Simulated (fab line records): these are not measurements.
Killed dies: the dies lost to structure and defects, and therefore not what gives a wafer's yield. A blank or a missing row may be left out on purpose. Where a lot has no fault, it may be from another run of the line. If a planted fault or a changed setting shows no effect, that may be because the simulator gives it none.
Chamber matching    flow gf180mcu    GF_V5_CMP_04 on cmp-01: 4 sister chambers
The step polishes SiO2. 4 wafers are shown with their chamber, then 7 later ones without.

## WAFERS PAIRED WITH THEIR CHAMBERS
wafer   chamber  motorCurrentA (A)
L581.3  0        12.7
L581.6  3        13.4
L589.3  2        12.4
L589.4  1        12.3

## WAFERS WITHOUT THEIR CHAMBER
wafer   motorCurrentA (A)
L589.5  12.7
L590.4  12.2
L590.5  11.4
L590.6  12.4
L597.2  12.3
L597.3  14.2
L597.5  12.6

## WHICH CHAMBER EACH WENT THROUGH
wafer   from the rows above                in truth
L589.5  can't be placed: 0 or 2 or 1 or 3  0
L590.4  can't be placed: 1 or 2 or 0       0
L590.5  can't be placed: 1 or 2 or 0       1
L590.6  can't be placed: 2 or 1 or 0       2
L597.2  can't be placed: 1 or 2 or 0       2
L597.3  can't be placed: 3 or 0            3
L597.5  can't be placed: 0 or 2 or 1 or 3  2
Placed correctly: 0 of 7. Can't be placed from these rows: 7 (the true chamber is among the candidates in 7). 0 placed wrongly.
How it was worked out, from the rows above alone: a wafer's distance from a chamber is the root of the sum, over the readings, of the square of ((its reading less the chamber's mean) divided by the reading's scatter). If the next closest chamber is less than 2 further off than the closest, the wafer can't be placed; otherwise it belongs to the closest. The mean given for a chamber averages the wafers shown for that chamber. The scatter: root of mean squared gap, hidden wafer to nearest shown wafer, with one shown wafer a chamber.
